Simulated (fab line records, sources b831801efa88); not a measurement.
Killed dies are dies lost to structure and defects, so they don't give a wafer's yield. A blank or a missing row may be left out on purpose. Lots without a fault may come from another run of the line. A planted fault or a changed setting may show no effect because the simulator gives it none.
Which tool did it? | flow sky130 | 12 lots, 36 wafers sampled, at 4 steps of a route of 708

WHAT THE GAUGES READ, wafer by wafer
SKY_GATE_OXIDE_TW_MEAS_14. Usual: GATE_OXIDE_TW 224.6, standard deviation 1.9.
lot  | measured     | on            | GATE_OXIDE_TW     | flag
L875 | day 14 07:06 | film_metro-02 | 225.8 226.4 225.4 |
L876 | day 14 23:29 | film_metro-01 | 224.7 223.5 223.7 |
L877 | day 15 11:16 | film_metro-02 | 226.2 226.5 226.0 |
L878 | day 15 21:56 | film_metro-04 | 226.6 226.2 226.2 |
L882 | day 17 00:06 | film_metro-02 | 225.8 227.4 227.0 |
L883 | day 17 14:09 | film_metro-02 | 225.5 226.7 226.2 |
L884 | day 18 04:12 | film_metro-02 | 224.2 225.6 225.7 |
L885 | day 18 04:12 | film_metro-04 | 221.0 221.1 222.7 |
L893 | day 20 19:43 | film_metro-02 | 225.1 225.4 222.9 |
L894 | day 21 07:34 | film_metro-04 | 221.3 221.6 222.1 |
L895 | day 22 07:34 | film_metro-04 | 222.0 222.7 223.0 |
L896 | day 22 08:12 | film_metro-02 | 224.2 225.0 224.8 |

SKY_POLY_CUT_CD_MEAS_08: target cd 270 nm. Usual: cd_nm 269.6 nm, standard deviation 1.5.
lot  | measured     | on        | cd_nm (nm)        | flag
L875 | day 24 16:43 | cd_sem-01 | 270.7 271.0 269.6 |
L876 | day 26 01:55 | cd_sem-02 | 271.0 271.3 270.6 |
L877 | day 25 23:46 | cd_sem-01 | 268.4 268.2 268.4 |
L878 | day 26 08:22 | cd_sem-02 | 269.3 268.7 269.5 |
L882 | day 27 14:00 | cd_sem-01 | 268.2 268.8 267.7 |
L893 | day 31 00:18 | cd_sem-01 | 270.5 269.8 270.2 |
L894 | day 31 12:33 | cd_sem-02 | 269.7 269.3 270.6 |
L895 | day 32 07:58 | cd_sem-01 | 270.4 269.4 270.0 |
L896 | day 32 12:58 | cd_sem-01 | 270.5 268.7 269.1 |

WHICH TOOL RAN EACH LOT (tool, then ch and the chambers of the sampled wafers, then the start)
lot  | SKY_LDD_N_STRIP_16                   | SKY_SPACER_ETCHBACK_02
L875 | plasma_asher-01 ch 1, day 18 08:10   | rie_diel-01 ch 0,1,2, day 23 11:50
L876 | plasma_asher-04 ch 0,1, day 19 18:47 | rie_diel-04 ch 1,2,3, day 24 20:28
L877 | plasma_asher-02 ch 0,1, day 19 16:02 | rie_diel-04 ch 1,2, day 24 17:43
L878 | plasma_asher-04 ch 0,1, day 19 22:31 | rie_diel-03 ch 0,1,2, day 25 02:58
L882 | plasma_asher-02 ch 0,1, day 21 03:20 | rie_diel-04 ch 1,2, day 26 09:07
L883 | plasma_asher-02 ch 0,1, day 22 06:22 | rie_diel-03 ch 0,1,3, day 27 06:35
L884 | plasma_asher-02 ch 0,1, day 22 11:12 | rie_diel-03 ch 0,2,3, day 27 12:10
L885 | plasma_asher-02 ch 0, day 22 10:54   | rie_diel-01 ch 0,3, day 27 12:10
L893 | plasma_asher-04 ch 0,1, day 24 20:13 | rie_diel-03 ch 1,3, day 29 19:25
L894 | plasma_asher-02 ch 0,1, day 25 08:41 | rie_diel-04 ch 1,2, day 30 08:41
L895 | plasma_asher-02 ch 0,1, day 26 07:24 | rie_diel-01 ch 0,1, day 31 05:01
L896 | plasma_asher-01 ch 0,1, day 26 09:38 | rie_diel-01 ch 1,2, day 31 08:58
- SKY_LDD_N_STRIP_16: strips in O2/N2.
- SKY_SPACER_ETCHBACK_02: etches Si3N4 in CH3F/O2, stops on SiO2, time 46.7 s, target depth 45 nm.

WHAT THE TOOLS THEMSELVES READ (means of the sampled wafers that have a number; where no wafer has one, the mark that the record gives instead)
SKY_LDD_N_STRIP_16. Usual: drypump_motor_current_A 5.8 A, standard deviation 0.44; oes_product_au 0.407 a.u., standard deviation 0.0046; strip_time_to_endpoint_s 4.315 s, standard deviation 0.015.
lot  | tool            | drypump_motor_current_A (A) | oes_product_au (a.u.) | strip_time_to_endpoint_s (s) | flag
L875 | plasma_asher-01 | 6.3                         | 0.407                 | 4.292                        |
L876 | plasma_asher-04 | 6.2                         | 0.407                 | 4.289                        |
L877 | plasma_asher-02 | 5.8                         | 0.407                 | 4.293                        |
L878 | plasma_asher-04 | 6.2                         | 0.407                 | 4.327                        |
L882 | plasma_asher-02 | 5.8                         | 0.412                 | 4.322                        |
L883 | plasma_asher-02 | 5.7                         | 0.406                 | 4.302                        |
L884 | plasma_asher-02 | 5.8                         | 0.404                 | 4.333                        |
L885 | plasma_asher-02 | 5.9                         | 0.410                 | 4.315                        |
L893 | plasma_asher-04 | 6.2                         | 0.404                 | 4.337                        |
L894 | plasma_asher-02 | 5.7                         | 0.410                 | 4.311                        |
L895 | plasma_asher-02 | 5.8                         | 0.406                 | 4.328                        |
L896 | plasma_asher-01 | 5.6                         | 0.400                 | 4.314                        |

SKY_SPACER_ETCHBACK_02. Usual: O2_flow_sccm 29.99 sccm, standard deviation 0.096; bias_w 80.02 W, standard deviation 0.28; drypump_motor_current_A 5.7 A, standard deviation 0.59; oes_product_au 0.854 a.u., standard deviation 0.0066; throttle_valve_pct 10.561 %, standard deviation 0.009.
lot  | tool        | O2_flow_sccm (sccm) | bias_w (W) | drypump_motor_current_A (A) | oes_product_au (a.u.) | throttle_valve_pct (%) | flag
L875 | rie_diel-01 | 30.03               | 79.89      | 6.0                         | 0.851                 | 10.556                 |
L876 | rie_diel-04 | 30.00               | 80.16      | 5.4                         | 0.858                 | 10.561                 |
L877 | rie_diel-04 | 30.01               | 80.01      | 5.4                         | 0.852                 | 10.566                 |
L878 | rie_diel-03 | 30.03               | 80.11      | 5.8                         | 0.863                 | 10.556                 |
L882 | rie_diel-04 | 29.95               | 80.02      | 5.4                         | 0.861                 | 10.561                 |
L883 | rie_diel-03 | -                   | -          | -                           | -                     | -                      | OFF
L884 | rie_diel-03 | -                   | -          | -                           | -                     | -                      | OFF
L885 | rie_diel-01 | -                   | -          | -                           | -                     | -                      | OFF
L893 | rie_diel-03 | 29.95               | 79.90      | 6.3                         | 0.854                 | 10.562                 |
L894 | rie_diel-04 | 29.96               | 80.25      | 5.5                         | 0.850                 | 10.557                 |
L895 | rie_diel-01 | 29.85               | 80.28      | 5.5                         | 0.852                 | 10.559                 |
L896 | rie_diel-01 | 29.97               | 79.96      | 5.5                         | 0.852                 | 10.567                 |

THE ANSWER, worked out from the rows above alone
Rule: a lot is off if the mean of its wafers that have a number lies more than 3 standard deviations from the usual mean. A lot without any number at a reading at which 4 lots or more have one is off too. The other lots that the step has rows for count as sound. The gauges are gone through in route order, then the tools' own readings, and for those a lot's mean is taken as printed above. The first step at which some lot is off is used, and at that step the reading that is off furthest; a lot without a number counts as furthest.
Off: L883, L884, L885, at SKY_SPACER_ETCHBACK_02 (O2_flow_sccm). Without a number there: L883, L884, L885.
A tool fits if, at that step or a process step before it, it ran every lot that is off, and no sound lot after the first of them. None of those tried fits.

WHAT THE SIMULATOR HAD PUT IN
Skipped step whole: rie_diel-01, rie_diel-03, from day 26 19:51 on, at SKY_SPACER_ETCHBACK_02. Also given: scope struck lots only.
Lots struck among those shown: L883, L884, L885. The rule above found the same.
